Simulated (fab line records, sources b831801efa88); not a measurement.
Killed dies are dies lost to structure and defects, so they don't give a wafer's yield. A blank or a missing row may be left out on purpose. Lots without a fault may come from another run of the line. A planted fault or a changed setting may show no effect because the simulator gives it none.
Chamber matching | flow gf180mcu | GF_STI_CMP_25 on cmp-02: 4 sister chambers
The step polishes, stops on Si3N4, t overpolish 33 s, target thk 524.6 nm. 4 wafers are shown with their chamber, then 7 later ones without.

WAFERS WITH THEIR CHAMBER
wafer  | chamber | motor_current_A (A)
L650.6 | 3       | 12.3
L652.3 | 0       | 8.9
L658.2 | 1       | 12.6
L658.3 | 2       | 10.5

WAFERS WITHOUT THEIR CHAMBER
wafer  | motor_current_A (A)
L658.5 | 8.4
L659.4 | 13.1
L659.5 | 10.7
L659.6 | 12.5
L665.1 | 9.1
L665.3 | 12.1
L665.4 | 10.7

WHICH CHAMBER EACH WENT THROUGH
wafer  | from the rows above     | in truth
L658.5 | 0                       | 0
L659.4 | can't be placed: 1 or 3 | 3
L659.5 | 2                       | 2
L659.6 | can't be placed: 1 or 3 | 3
L665.1 | 0                       | 0
L665.3 | can't be placed: 3 or 1 | 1
L665.4 | 2                       | 2
Placed correctly: 4 of 7. Can't be placed from these rows: 3 (the true chamber is among the candidates in 3). Placed wrongly: 0.
How it was worked out, from the rows above alone: a wafer's distance from a chamber is the root of the sum, over the readings, of the square of ((its reading less the chamber's mean) divided by the reading's scatter). The wafer belongs to the nearest chamber; if the next one is less than 2 further off, it can't be placed. A chamber's mean is the mean of its shown wafers. The scatter: with one shown wafer a chamber, the root of the mean of the squares of how far each hidden wafer lies from its nearest shown one.
